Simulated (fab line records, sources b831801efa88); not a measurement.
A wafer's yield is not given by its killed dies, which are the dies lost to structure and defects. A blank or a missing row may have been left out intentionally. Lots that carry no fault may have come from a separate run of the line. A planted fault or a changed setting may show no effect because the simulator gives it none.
fab line records	flow sky130
record lots=5	wafers=15	last_day=50
route steps=708 shown LI_CONTACT@371 LOCAL_INTERCONNECT@387 PAD_OPEN@708
lots that met no fault: taken from a fault-free run of the same line
start_h: hours from the record's first day to the start of the lot's first wafer shown	wait_h: hours from the lot's prior step to this one	" as in the row above	L1.1+2: a row that stands for several wafers	- no value, or no start given	* or withheld: withheld	< > ~ a bound
route shown NAME@n: a module of which the file shows steps, and the number in the route of the first	usual: mean and standard deviation over wafers with no fault	same: alike in all rows	chamber/n: place in a boat	sites: the reading at each site	_std_site: the values' standard deviation	_edge_site: inner sites' mean taken away from outer sites' mean	radius_mm: for every site, how far away it sits from the centre of the wafer	mask NAME#n: copy n	behind: the last tool/chamber to shape the wafer	hold: the reason the lot was held/the length of the hold in hours/how it ended	device: the transistor (n, p or np) that didn't switch	end of line: tests run on the same wafers once the route is complete	for a step that has no rows: nothing shown but its recipe	killed: not the wafer's yield, but the dies lost to structure and defects at the first sort	map: shows each die of a wafer: x if killed, . if not, _ if none is there
set.NAME: setting as actually run; set.NAME@STEP: the setting as run at that earlier step	model.NAME: the simulator's own value behind a step, which no gauge read
certain route steps with their lots: each step a table, each wafer a row
services: from which hour (start_h, from the record's first day; less than 0 if before it) a tool's chamber was out of use, for how many hours, and why
## steps
# step SKY_LI_CONTACT_EXPOSE_09
# recipe mask_id=LICM1	na=0.8	source_shape=annular	sigma_inner=0.55	sigma_outer=0.85	target_cd_nm=170	dose_mj=38
# step SKY_LI_CONTACT_PEB_10
# recipe peb_temp_c=withheld	peb_time_s=withheld	resist=KrF-thick
# step SKY_LI_CONTACT_DEVELOP_11
# recipe develop_time_s=60	resist=KrF-thick	dev_temp_c=21
# step SKY_LI_CONTACT_CD_MEAS_12
# recipe target_cd_nm=170
# usual cd_nm=170.4/1.3
lot.wafer	tool	chamber	start_h	wait_h	cd_nm
L109.1	cd_sem-02	-	707.77	-	169.3
L109.5	"	-	"	"	169.1
L109.6	"	-	"	"	171.2
L115.2	cd_sem-02	-	755.99	-	169.7
L115.3	"	-	"	"	172.3
L115.6	"	-	"	"	169.6
L123.1	cd_sem-01	-	809.97	-	169.9
L123.3	"	-	"	"	169.7
L123.5	"	-	"	"	168.7
L124.2	cd_sem-01	-	821.34	-	171.1
L124.4	"	-	"	"	170.2
L124.5	"	-	"	"	169.5
L127.1	cd_sem-01	-	845.06	-	170.4
L127.4	"	-	"	"	169.5
L127.5	"	-	"	"	170.1
# step SKY_LI_CONTACT_OVL_MEAS_13
# usual LI_CONTACT_OVL=-3/5.7
lot.wafer	tool	chamber	start_h	wait_h	LI_CONTACT_OVL[nm]
L109.1	overlay-01	-	707.89	0.1	-6
L109.5	"	-	"	"	-3
L109.6	"	-	"	"	-10
L115.2	overlay-01	-	756.10	0.1	-1
L115.3	"	-	"	"	5
L115.6	"	-	"	"	-6
L123.1	overlay-02	-	810.09	0.1	-5
L123.3	"	-	"	"	-3
L123.5	"	-	"	"	-5
L124.2	overlay-01	-	821.45	0.1	-3
L124.4	"	-	"	"	-8
L124.5	"	-	"	"	0
L127.1	overlay-01	-	845.18	0.1	-14
L127.4	"	-	"	"	-4
L127.5	"	-	"	"	-7
# step SKY_LI_CONTACT_ETCH_14
# recipe chemistry=N2/H2	target=BARC	ion_energy_ev=200	source_w=500	bias_w=100	pressure_mtorr=30	n2_flow_sccm=100	h2_flow_sccm=200	stop_on=SiO2	time_s=45.9	target_depth_a=600
# step SKY_LI_CONTACT_ETCH_15
# recipe target=PSG	chemistry=C4F8/O2/Ar	stop_on=Si	taper_deg=4.15	mask_material=KrF-thick	source_w=1500	bias_w=1200	pressure_mtorr=40	c4f8_flow_sccm=withheld	O2_flow_sccm=6	Ar_flow_sccm=300	time_s=withheld	target_depth_a=6000
# usual oes_product_au=0.838/0.0046
lot.wafer	tool	chamber	start_h	wait_h	oes_product_au
L109.1	rie_diel-04	1	707.97	0.0	0.835
L109.5	"	2	"	"	0.842
L109.6	"	1	"	"	0.840
L115.2	rie_diel-03	2	756.17	0.0	0.845
L115.3	"	0	"	"	0.833
L115.6	"	0	"	"	0.839
L123.1	rie_diel-02	0	810.17	0.0	0.842
L123.3	"	2	"	"	0.843
L123.5	"	0	"	"	0.835
L124.2	rie_diel-04	0	821.52	0.0	0.833
L124.4	"	2	"	"	0.842
L124.5	"	2	"	"	0.837
L127.1	rie_diel-04	3	845.25	0.0	0.842
L127.4	"	1	"	"	0.835
L127.5	"	2	"	"	0.842
# step SKY_LI_CONTACT_STRIP_16
# recipe chemistry=O2/N2	power_w=1400	pressure_mtorr=1500	platen_temp_c=withheld	o2_flow_sccm=3000	n2_flow_sccm=300	overash_fraction=0.5
# usual drypump_motor_current_A=5.7/0.39	oes_product_au=0.377/0.0049	strip_time_to_endpoint_s=3.52/0.03
lot.wafer	tool	chamber	start_h	wait_h	drypump_motor_current_A	oes_product_au	rf_hours_counter_h	strip_time_to_endpoint_s
L109.1	plasma_asher-02	0	708.06	-	5.7	0.380	28	3.47
L109.5	"	1	"	"	6.1	0.381	-	3.56
L109.6	"	0	"	"	5.7	0.376	-	3.48
L115.2	plasma_asher-02	0	756.26	-	5.7	0.377	33	3.56
L115.3	"	0	"	"	5.7	0.376	-	3.54
L115.6	"	0	"	"	5.7	0.378	-	3.53
L123.1	plasma_asher-02	0	810.26	-	5.7	0.374	39	3.51
L123.3	"	0	"	"	5.7	0.378	-	3.50
L123.5	"	0	"	"	5.7	0.373	-	3.53
L124.2	plasma_asher-02	1	821.61	-	6.1	0.373	40	3.52
L124.4	"	1	"	"	6.1	0.377	-	3.53
L124.5	"	0	"	"	5.7	0.380	-	3.54
L127.1	plasma_asher-02	0	845.34	-	5.7	0.369	43	3.47
L127.4	"	0	"	"	5.7	0.374	-	3.50
L127.5	"	1	"	"	6.1	0.373	-	3.54
# step SKY_LI_CONTACT_CLEAN_17
# recipe chemistry=NMP	time_s=600	temp_c=60	dry=n2_spin
# step SKY_LI_CONTACT_PRE_CLEAN_18
# recipe gas=Ar	time_s=5.6	bias_v=358
# step SKY_LI_CONTACT_SPUTTER_19
# recipe material=Ti	target_thk_nm=20	chamber_pressure_pa=5	power_w=2500	substrate_temp_c=200	time_s=106.37
# usual substrate_temp_c=200.02/0.16	throttle_valve_pct=30.1/0.89
lot.wafer	tool	chamber	start_h	wait_h	substrate_temp_c	throttle_valve_pct
L109.1	pvd_sputter-02	-	708.35	0.0	199.96	28.9
L109.5	"	-	"	"	199.82	30.3
L109.6	"	-	"	"	199.92	28.7
L115.2	pvd_sputter-02	-	756.55	0.0	199.89	28.9
L115.3	"	-	"	"	199.77	31.0
L115.6	"	-	"	"	200.07	30.1
L123.1	pvd_sputter-04	-	810.55	0.0	199.82	28.4
L123.3	"	-	"	"	200.11	30.4
L123.5	"	-	"	"	200.02	30.4
L124.2	pvd_sputter-04	-	821.90	0.0	200.23	30.6
L124.4	"	-	"	"	199.82	28.3
L124.5	"	-	"	"	200.32	30.5
L127.1	pvd_sputter-03	-	845.63	0.0	200.26	31.2
L127.4	"	-	"	"	200.37	29.9
L127.5	"	-	"	"	200.25	31.1
# step SKY_LI_CONTACT_SPUTTER_20
# recipe material=TiN	target_thk_nm=20	chamber_pressure_pa=5	power_w=4000	time_s=80
# usual throttle_valve_pct=30.1/0.91
lot.wafer	tool	chamber	start_h	wait_h	throttle_valve_pct
L109.1	pvd_sputter-02	-	708.43	0.0	28.8
L109.5	"	-	"	"	30.1
L109.6	"	-	"	"	28.6
L115.2	pvd_sputter-02	-	756.63	0.0	29.0
L115.3	"	-	"	"	31.0
L115.6	"	-	"	"	30.1
L123.1	pvd_sputter-04	-	810.63	0.0	28.4
L123.3	"	-	"	"	30.2
L123.5	"	-	"	"	30.3
L124.2	pvd_sputter-04	-	821.98	0.0	30.8
L124.4	"	-	"	"	28.2
L124.5	"	-	"	"	30.4
L127.1	pvd_sputter-03	-	845.71	0.0	31.1
L127.4	"	-	"	"	29.6
L127.5	"	-	"	"	31.6
# step SKY_LI_CONTACT_CVD_21
# recipe material=W	target_thk_nm=400	time_s=120.56	temp_c=400	pressure_torr=40
# usual chamber_pressure_Torr=40.02/0.088	heater_power_outer_w=580/69	heater_power_w=925/80
lot.wafer	tool	chamber	start_h	wait_h	chamber_pressure_Torr	heater_power_outer_w	heater_power_w	model.W_of_LI_CONTACT_CVD_21.thk_nm
L109.1	cvd_w-02	0	708.49	0.0	40.03	607	978	388.8
L109.5	"	0	"	"	39.78	595	924	393.9
L109.6	"	1	"	"	39.98	515	854	395.9
L115.2	cvd_w-01	0	756.69	0.0	39.97	680	1020	517
L115.3	"	1	"	"	39.81	502	834	401.6
L115.6	"	1	"	"	39.88	514	851	402.5
L123.1	cvd_w-01	0	810.69	0.0	40.12	693	1011	402.6
L123.3	"	1	"	"	39.98	507	864	403.8
L123.5	"	1	"	"	40.11	498	846	402.8
L124.2	cvd_w-01	0	822.04	0.0	39.98	673	1049	409.3
L124.4	"	0	"	"	40.07	683	1025	410.6
L124.5	"	0	"	"	40.03	668	1066	409.9
L127.1	cvd_w-02	0	845.77	0.0	39.89	610	966	388.4
L127.4	"	1	"	"	39.88	527	854	397
L127.5	"	1	"	"	39.88	537	877	399.9
# step SKY_LI_CONTACT_RS_MEAS_22
# recipe thk_meas_gauge=four-point-probe	reads=W_of_LI_CONTACT_CVD_21+TiN_of_LI_CONTACT_SPUTTER_20+Ti_of_LI_CONTACT_SPUTTER_19
# usual LI_CONTACT_W_RS=0.285/0.0048
lot.wafer	tool	chamber	start_h	wait_h	LI_CONTACT_W_RS[ohm/sq]
L109.1	film_metro-01	-	708.61	0.1	0.293
L109.5	"	-	"	"	0.289
L109.6	"	-	"	"	0.288
L115.2	film_metro-01	-	756.83	0.1	0.220
L115.3	"	-	"	"	0.284
L115.6	"	-	"	"	0.283
L123.1	film_metro-04	-	810.81	0.1	0.283
L123.3	"	-	"	"	0.281
L123.5	"	-	"	"	0.282
L124.2	film_metro-02	-	822.18	0.1	0.278
L124.4	"	-	"	"	0.277
L124.5	"	-	"	"	0.278
L127.1	film_metro-04	-	845.90	0.1	0.293
L127.4	"	-	"	"	0.287
L127.5	"	-	"	"	0.285
# step SKY_LI_CONTACT_THK_MEAS_23
# recipe thk_meas_gauge=xrf	reads=W_of_LI_CONTACT_CVD_21
# usual LI_CONTACT_W_THK=426/10
lot.wafer	tool	chamber	start_h	wait_h	LI_CONTACT_W_THK[nm]
L109.1	film_metro-01	-	708.73	0.1	413
L109.5	"	-	"	"	414
L109.6	"	-	"	"	419
L115.2	film_metro-01	-	756.94	0.1	559
L115.3	"	-	"	"	425
L115.6	"	-	"	"	428
L123.1	film_metro-04	-	810.93	0.1	421
L123.3	"	-	"	"	424
L123.5	"	-	"	"	421
L124.2	film_metro-02	-	822.29	0.1	446
L124.4	"	-	"	"	451
L124.5	"	-	"	"	449
L127.1	film_metro-04	-	846.02	0.1	404
L127.4	"	-	"	"	415
L127.5	"	-	"	"	416
# step SKY_LI_CONTACT_CMP_24
# recipe stop_on=PSG	t_overpolish_s=20	down_force_psi=3.5	platen_rpm=60	target_thk_nm=0	pad_velocity_m_s=0.94248
# usual motor_current_A=11.2/1.1	retaining_ring_pressure_frac=1.001/0.0048	time_to_endpoint_s=98/5.8
lot.wafer	tool	chamber	start_h	wait_h	motor_current_A	retaining_ring_pressure_frac	time_to_endpoint_s
L109.1	cmp-01	2	708.94	0.2	11.3	1.009	102
L109.6	"	3	"	"	12.5	1.003	93
L109.5	"	0	"	"	12.1	1.006	98
L115.3	cmp-01	1	756.99	0.0	11.0	0.998	101
L115.2	"	0	"	"	12.3	0.999	131
L115.6	"	1	"	"	11.7	1.001	98
L123.1	cmp-02	0	811.04	0.1	11.9	0.991	94
L123.3	"	2	"	"	10.2	1.001	105
L123.5	"	0	"	"	12.1	1.000	93
L124.2	cmp-02	1	822.39	0.1	11.8	1.003	97
L124.4	"	0	"	"	12.0	1.003	92
L124.5	"	2	"	"	9.5	0.998	108
L127.1	cmp-01	0	846.13	0.1	11.9	0.997	99
L127.4	"	1	"	"	11.4	0.999	94
L127.5	"	3	"	"	12.1	0.998	92
# step SKY_LOCAL_INTERCONNECT_SPUTTER_00
# recipe material=TiN	target_thk_nm=100	temp_c=300	power_w=6500	time_s=83.3	chamber_pressure_pa=0.4
# usual substrate_temp_c=300.03/0.18	throttle_valve_pct=29.7/1.1
lot.wafer	tool	chamber	start_h	wait_h	substrate_temp_c	throttle_valve_pct
L109.1	pvd_sputter-01	-	709.09	0.1	299.92	30.2
L109.5	"	-	"	"	299.88	31.3
L109.6	"	-	"	"	299.89	28.4
L115.2	pvd_sputter-03	-	757.29	0.1	300.12	31.4
L115.3	"	-	"	"	300.38	29.6
L115.6	"	-	"	"	300.02	29.5
L123.1	pvd_sputter-01	-	811.29	0.2	299.88	31.4
L123.3	"	-	"	"	299.68	27.7
L123.5	"	-	"	"	299.92	30.1
L124.2	pvd_sputter-01	-	822.69	0.2	300.23	29.9
L124.4	"	-	"	"	300.01	31.2
L124.5	"	-	"	"	299.98	28.7
L127.1	pvd_sputter-04	-	846.38	0.2	300.23	30.5
L127.4	"	-	"	"	299.77	30.6
L127.5	"	-	"	"	299.97	30.7
# step SKY_PAD_OPEN_PROBE_99
# usual killed_at_M0_to_M3=43/6.7	killed_at_M4_up=3.2/2.1	killed_at_contacts=25/5.9	killed_at_front_end=16/4.7	killed_at_other=0.3/0.54	killed_dies=87/9.8	killed_open=47/6.7	killed_short=40/6.5
# same gross_dies=492	killed_at_back_side=0
lot.wafer	tool	chamber	start_h	wait_h	killed_at_M0_to_M3	killed_at_M4_up	killed_at_contacts	killed_at_front_end	killed_at_other	killed_dies	killed_open	killed_short
L109.1	prober-02	-	1101.51	0.1	36	0	23	12	0	71	44	27
L109.5	prober-02	-	1101.71	0.2	33	7	32	13	0	85	44	41
L109.6	prober-02	-	1101.76	0.2	44	5	15	23	0	87	46	41
L123.1	prober-01	-	1175.65	0.1	48	3	26	19	1	97	52	45
L123.3	prober-01	-	1175.75	0.2	35	2	21	17	0	75	47	28
L123.5	prober-01	-	1175.85	0.2	43	4	35	19	0	101	61	40
L124.2	prober-02	-	1182.03	0.1	41	5	20	17	0	83	45	37
L124.4	prober-02	-	1182.13	0.2	43	6	20	11	1	81	42	39
L124.5	prober-02	-	1182.18	0.2	35	1	20	20	0	76	40	36
L127.1	prober-01	-	1197.75	0.1	52	2	23	14	2	93	52	40
L127.4	prober-01	-	1197.90	0.2	41	3	19	26	0	89	39	50
L127.5	prober-01	-	1197.95	0.2	43	1	15	16	1	76	41	35
# killed by level:class
L109.1 CONTACT:geometric_particle:open=13 VIA1:geometric_particle:open=10 METAL2:geometric_particle:short=5 VIA3:geometric_particle:open=5 VIA2:geometric_particle:short=4 VIA2:geometric_particle:open=4 LI_CONTACT:geometric_particle:short=3 LI_CONTACT:geometric_particle:open=3
L109.5 LI_CONTACT:geometric_particle:open=10 VIA1:geometric_particle:open=9 CONTACT:geometric_particle:open=7 CONTACT:geometric_particle:short=6 POLY_GATE:geometric_particle:short=5 METAL4:geometric_particle:short=5 LOCAL_INTERCONNECT:geometric_particle:short=5 VIA2:geometric_particle:open=5
L109.6 VIA1:geometric_particle:open=10 VIA2:geometric_particle:open=7 VIA3:geometric_particle:open=7 CONTACT:geometric_particle:open=6 FIELD_ISO:geometric_particle:open=5 POLY_GATE:geometric_particle:short=5 LOCAL_INTERCONNECT:geometric_particle:short=5 VIA1:geometric_particle:short=5
L123.1 VIA1:geometric_particle:open=12 CONTACT:geometric_particle:open=11 METAL1:geometric_particle:short=11 POLY_GATE:geometric_particle:short=9 LI_CONTACT:geometric_particle:open=7 VIA3:geometric_particle:open=7 FIELD_ISO:geometric_particle:open=5 CONTACT:geometric_particle:short=5
L123.3 CONTACT:geometric_particle:open=11 VIA1:geometric_particle:open=8 VIA2:geometric_particle:open=7 VIA3:geometric_particle:open=7 POLY_GATE:geometric_particle:short=6 FIELD_ISO:geometric_particle:open=4 CONTACT:geometric_particle:short=3 VIA1:geometric_particle:short=3
L123.5 CONTACT:geometric_particle:open=18 VIA1:geometric_particle:open=14 LI_CONTACT:geometric_particle:open=9 POLY_GATE:geometric_particle:short=7 CONTACT:geometric_particle:short=5 VIA2:geometric_particle:open=5 VIA1:geometric_particle:short=5 POLY_GATE:geometric_particle:open=4
L124.2 VIA3:geometric_particle:open=12 POLY_GATE:geometric_particle:short=7 CONTACT:geometric_particle:open=7 VIA1:geometric_particle:open=7 CONTACT:geometric_particle:short=6 POLY_GATE:geometric_particle:open=5 VIA2:geometric_particle:open=5 VIA2:geometric_particle:short=4
L124.4 VIA2:geometric_particle:open=7 CONTACT:geometric_particle:open=7 METAL1:geometric_particle:short=7 METAL2:geometric_particle:short=6 VIA1:geometric_particle:open=6 CONTACT:geometric_particle:short=5 VIA3:geometric_particle:open=4 LI_CONTACT:geometric_particle:open=4
L124.5 VIA1:geometric_particle:open=7 POLY_GATE:geometric_particle:open=6 CONTACT:geometric_particle:short=6 VIA2:geometric_particle:open=6 FIELD_ISO:geometric_particle:short=5 POLY_GATE:geometric_particle:short=5 CONTACT:geometric_particle:open=5 LI_CONTACT:geometric_particle:open=4
L127.1 VIA1:geometric_particle:open=11 VIA3:geometric_particle:open=10 LI_CONTACT:geometric_particle:open=9 CONTACT:geometric_particle:open=9 METAL2:geometric_particle:short=9 FIELD_ISO:geometric_particle:short=6 VIA1:geometric_particle:short=6 METAL1:geometric_particle:short=5
L127.4 FIELD_ISO:geometric_particle:short=12 VIA3:geometric_particle:open=8 VIA1:geometric_particle:open=7 CONTACT:geometric_particle:open=6 POLY_GATE:geometric_particle:short=5 VIA1:geometric_particle:short=5 VIA3:geometric_particle:short=5 LI_CONTACT:geometric_particle:open=4
L127.5 VIA1:geometric_particle:open=11 METAL2:geometric_particle:short=8 LI_CONTACT:geometric_particle:open=6 CONTACT:geometric_particle:open=5 METAL1:geometric_particle:short=5 FIELD_ISO:geometric_particle:open=4 VIA2:geometric_particle:open=4 VIA3:geometric_particle:open=4
## services
tool	chamber	start_h	hours	kind
rie_diel-02	0	684.18	5.1	repair
pvd_sputter-01	-	688.59	3.5	repair
rie_diel-02	0	689.32	5.4	repair
cmp-02	-	692.43	1.9	repair
cvd_w-01	0	729.98	13.1	repair
cmp-02	-	733.73	2.4	repair
cvd_w-01	-	743.38	1.3	repair
cmp-02	-	744.00	4.0	pm
cmp-02	-	748.00	-	consumable_replace:conditioner
cmp-02	-	748.00	-	consumable_replace:pad
cmp-02	-	748.00	4.7	pm
rie_diel-04	2	756.16	1.8	repair
rie_diel-04	-	757.58	0.4	repair
rie_diel-02	3	761.87	1.3	repair
pvd_sputter-04	-	762.72	0.9	repair
cmp-02	-	764.18	1.1	repair
rie_diel-04	-	770.70	2.8	pm
rie_diel-04	3	784.85	5.1	repair
rie_diel-02	2	794.00	6.2	repair
cmp-01	-	804.57	1.5	repair
cvd_w-01	-	814.51	0.9	repair
cmp-01	-	820.68	5.3	pm
pvd_sputter-03	-	835.46	3.0	repair
rie_diel-03	-	836.84	0.4	repair
## key
first_sign step=SKY_LI_CONTACT_RS_MEAS_22	reading=LI_CONTACT_W_RS	direction=down	sigmas=14	usual=0.285	struck=0.220
effect step=SKY_LI_CONTACT_THK_MEAS_23	reading=LI_CONTACT_W_THK	direction=up	sigmas=13	usual=426	struck=559
effect step=SKY_LI_CONTACT_CMP_24	reading=time_to_endpoint_s	direction=up	sigmas=5.6	usual=*	struck=*
model_effect step=SKY_LI_CONTACT_CVD_21	value=W_of_LI_CONTACT_CVD_21.thk_nm	without=398.3	struck=517
met_at SKY_LI_CONTACT_CVD_21
struck_wafers L115.2
tester_left_out L115
fault kind=process_parameter_drift	tool=cvd_w-01	chamber=-	onset_h=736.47	steps=SKY_LI_CONTACT_CVD_21	channel=target_thk_nm	offset=119.17	shape=step	end_h=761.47	scope=struck_wafers_only	acts_in=these_recipes_only	stated=400
# tester_left_out: of these lots the tester's yield and bins aren't shown, on N5 and GAA mostly nor the transistor test; their killed dies are dies lost to structure and defects alone, not to doping, threshold or leakage, so they don't give the yield
